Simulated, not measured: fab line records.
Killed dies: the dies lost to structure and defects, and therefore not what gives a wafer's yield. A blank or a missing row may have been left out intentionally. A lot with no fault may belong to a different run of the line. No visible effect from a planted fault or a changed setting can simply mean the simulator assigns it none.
Which tool is to blame?    flow gf180mcu    Sampling: 14 lots, 42 wafers, 4 of 602 route steps

WHAT THE GAUGES READ, wafer by wafer
GF_STI_THK_MEAS_24. Usual: STI_CVD_23_THK typically reads 650 nm, with standard deviation 5.8.
lot   measured     on             STI_CVD_23_THK (nm)  flag
L173  day 2 03:04  film metro-02  652 651 650          
L174  day 2 09:37  film metro-02  652 646 651          
L175  day 2 14:42  film metro-02  640 644 650          
L176  day 2 19:49  film metro-03  646 643 649          
L178  day 3 05:34  film metro-03  648 652 654          
L181  day 3 21:48  film metro-02  663 665 661          
L185  day 4 18:16  film metro-03  658 656 646          
L186  day 4 22:25  film metro-02  656 651 654          
L188  day 5 10:58  film metro-03  639 643 641          
L190  day 5 18:38  film metro-01  654 647 650          
L191  day 6 03:13  film metro-02  652 650 651          
L194  day 6 23:22  film metro-02  646 647 643          
L195  day 6 23:25  film metro-02  661 649 654          
L196  day 7 08:55  film metro-02  645 648 651          

GF_VT_IMPLANT_RS_MEAS_48: measurement is done with a four-point probe. Usual: LVPWELL_RS typically reads 1197 ohm/sq, with standard deviation 3.3.
lot   measured      on             LVPWELL_RS (ohm/sq)  flag
L173  day 7 10:20   film metro-03  1197 1195 1199       
L174  day 7 19:53   film metro-02  1189 1192 1191       
L175  day 8 00:16   film metro-03  1195 1193 1190       
L176  day 8 05:15   film metro-03  1200 1195 1195       
L178  day 8 18:27   film metro-04  1194 1196 1196       
L181  day 9 14:59   film metro-04  1110 1111 1110       OFF
L185  day 10 21:22  film metro-02  1112 1112 1112       OFF
L186  day 11 02:15  film metro-04  1114 1114 1112       OFF
L188  day 11 15:35  film metro-03  1191 1192 1190       
L190  day 12 04:26  film metro-04  1202 1198 1199       
L191  day 12 13:49  film metro-03  1193 1194 1191       
L194  day 14 01:04  film metro-03  1199 1198 1197       
L195  day 14 02:56  film metro-03  1195 1195 1196       
L196  day 14 15:29  film metro-02  1197 1200 1194       

GF_HV_LDD_CD_MEAS_31: the cd target is 400 nm. Usual: 400.0 nm for cd nm, sd 1.9.
lot   measured      on         cd nm (nm)         flag
L173  day 11 11:32  cd sem-02  400.7 402.6 401.0  
L174  day 12 00:19  cd sem-02  399.8 400.5 401.3  
L175  day 12 01:56  cd sem-02  399.4 399.5 399.2  
L176  day 12 09:14  cd sem-02  400.6 399.6 401.8  
L178  day 12 20:54  cd sem-02  402.2 402.7 401.2  
L181  day 13 21:41  cd sem-02  400.4 401.1 399.7  
L185  day 15 13:09  cd sem-01  397.3 396.8 399.6  
L186  day 15 18:10  cd sem-02  397.6 398.7 400.2  
L188  day 16 06:55  cd sem-02  401.1 398.7 400.1  
L190  day 16 23:16  cd sem-02  400.0 398.3 400.0  
L191  day 17 06:34  cd sem-01  397.0 398.8 396.5  
L194  day 19 02:19  cd sem-02  401.4 398.6 399.7  
L195  day 19 06:25  cd sem-01  403.2 403.3 402.8  
L196  day 19 18:27  cd sem-02  399.9 400.8 401.6  

WHAT TOOL EACH LOT RAN ON (gives the tool, then ch and the chambers of the sampled wafers, and finally the start)
lot   GF_LVPWELL_IMPLANT_09
L173  implanter-02 ch 0, day 3 20:31
L174  implanter-02 ch 0, day 4 04:16
L175  implanter-01 ch 0, day 4 08:37
L176  implanter-04 ch 0, day 4 13:37
L178  implanter-04 ch 0, day 5 00:08
L181  implanter-04 ch 0, day 5 18:37
L185  implanter-04 ch 0, day 6 18:04
L186  implanter-04 ch 0, day 6 21:44
L188  implanter-02 ch 0, day 7 09:32
L190  implanter-02 ch 0, day 7 18:28
L191  implanter-01 ch 0, day 8 02:49
L194  implanter-01 ch 0, day 9 06:28
L195  implanter-02 ch 0, day 9 07:08
L196  implanter-02 ch 0, day 9 19:52
- GF_LVPWELL_IMPLANT_09

WHAT THE TOOLS THEMSELVES READ (means of the sampled wafers that have a number; where no wafer has one, the mark that the record gives instead)
GF_LVPWELL_IMPLANT_09. Usual: dose ions cm2 5.001e+12, standard deviation 6.1e+09; faraday current uA 28.2, standard deviation 0.63.
lot   tool          dose ions cm2  faraday current uA  flag
L173  implanter-02  5.011e+12      28.2                
L174  implanter-02  5.001e+12      28.2                
L175  implanter-01  5.005e+12      28.3                
L176  implanter-04  4.999e+12      28.3                
L178  implanter-04  5.007e+12      28.5                
L181  implanter-04  7.327e+12      40.8                OFF
L185  implanter-04  7.320e+12      40.2                OFF
L186  implanter-04  7.318e+12      40.7                OFF
L188  implanter-02  5.006e+12      28.7                
L190  implanter-02  4.998e+12      28.1                
L191  implanter-01  4.999e+12      28.4                
L194  implanter-01  5.005e+12      28.3                
L195  implanter-02  4.997e+12      27.5                
L196  implanter-02  5.007e+12      28.2                

THE ANSWER, worked out from the rows above alone
Rule: take the mean of a lot's wafers that have a number; if it is more than 3 standard deviations from the usual mean, the lot is off. A lot without any number at a reading at which 4 lots or more have one is off too. The other lots that the step has rows for count as sound. After the gauges, taken in route order, come the tools' own readings; for these a lot's mean is taken, as printed above. At the first step where some lot is off, the reading lying furthest off is the one used; lots without a number count as furthest.
Off: L181, L185, L186, seen at GF_VT_IMPLANT_RS_MEAS_48 (LVPWELL_RS).
If a tool, at a process step before that reading, ran all the lots that are off and no sound lot after the first of them, it fits. The gauges at GF_VT_IMPLANT_RS_MEAS_48 aren't tried: what is off there is off at GF_LVPWELL_IMPLANT_09 too, on other tools, and a gauge's error can't cause that. One candidate fits, namely implanter-04 at GF_LVPWELL_IMPLANT_09. A fault onset in the window from L178 (day 5 00:08, its last sound lot) to L181 (day 5 18:37, its first lot off) fits.
The tool's own readings at GF_LVPWELL_IMPLANT_09 bear it out: on the lots that are off they differ by more than 5 times the standard deviation of the sound lots' means. dose ions cm2 reads 7.322e+12 there against 5.003e+12 on the sound lots; faraday current uA reads 40.6 there against 28.2 on the sound lots.

WHAT THE SIMULATOR HAD INSERTED
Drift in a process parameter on implanter-04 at GF_LVPWELL_IMPLANT_09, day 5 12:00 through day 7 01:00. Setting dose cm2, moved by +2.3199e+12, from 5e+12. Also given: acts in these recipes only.
Struck lots among those shown: L181, L185, L186. The rule above reached the same finding.
